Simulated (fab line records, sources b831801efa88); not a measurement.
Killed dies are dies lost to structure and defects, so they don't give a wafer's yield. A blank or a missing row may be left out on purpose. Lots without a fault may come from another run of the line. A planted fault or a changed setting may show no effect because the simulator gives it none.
Chamber matching | flow sky130 | SKY_SONOS_ONO_ETCH_15 on rie_diel-01: 4 sister chambers
The step etches the open film in CHF3/O2, target depth 19.52 nm, time 7.8 s. 4 wafers are shown with their chamber, then 7 later ones without.

WAFERS WITH THEIR CHAMBER
wafer  | chamber | drypump_motor_current_A (A)
L085.2 | 3       | 5.8
L090.4 | 0       | 6.5
L093.1 | 2       | 5.7
L093.3 | 1       | 6.3

WAFERS WITHOUT THEIR CHAMBER
wafer  | drypump_motor_current_A (A)
L093.6 | 6.3
L094.2 | 5.7
L094.4 | 6.3
L094.6 | 5.6
L096.1 | 5.8
L096.5 | 5.6
L096.6 | 6.4

WHICH CHAMBER EACH WENT THROUGH
wafer  | from the rows above     | in truth
L093.6 | 1                       | 1
L094.2 | can't be placed: 2 or 3 | 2
L094.4 | 1                       | 1
L094.6 | can't be placed: 2 or 3 | 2
L096.1 | can't be placed: 3 or 2 | 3
L096.5 | can't be placed: 2 or 3 | 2
L096.6 | can't be placed: 0 or 1 | 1
Placed correctly: 2 of 7. Can't be placed from these rows: 5 (the true chamber is among the candidates in 5). Placed wrongly: 0.
How it was worked out, from the rows above alone: a wafer's distance from a chamber is the root of the sum, over the readings, of the square of ((its reading less the chamber's mean) divided by the reading's scatter). The wafer belongs to the nearest chamber; if the next one is less than 2 further off, it can't be placed. A chamber's mean is the mean of its shown wafers. The scatter: with one shown wafer a chamber, the root of the mean of the squares of how far each hidden wafer lies from its nearest shown one.
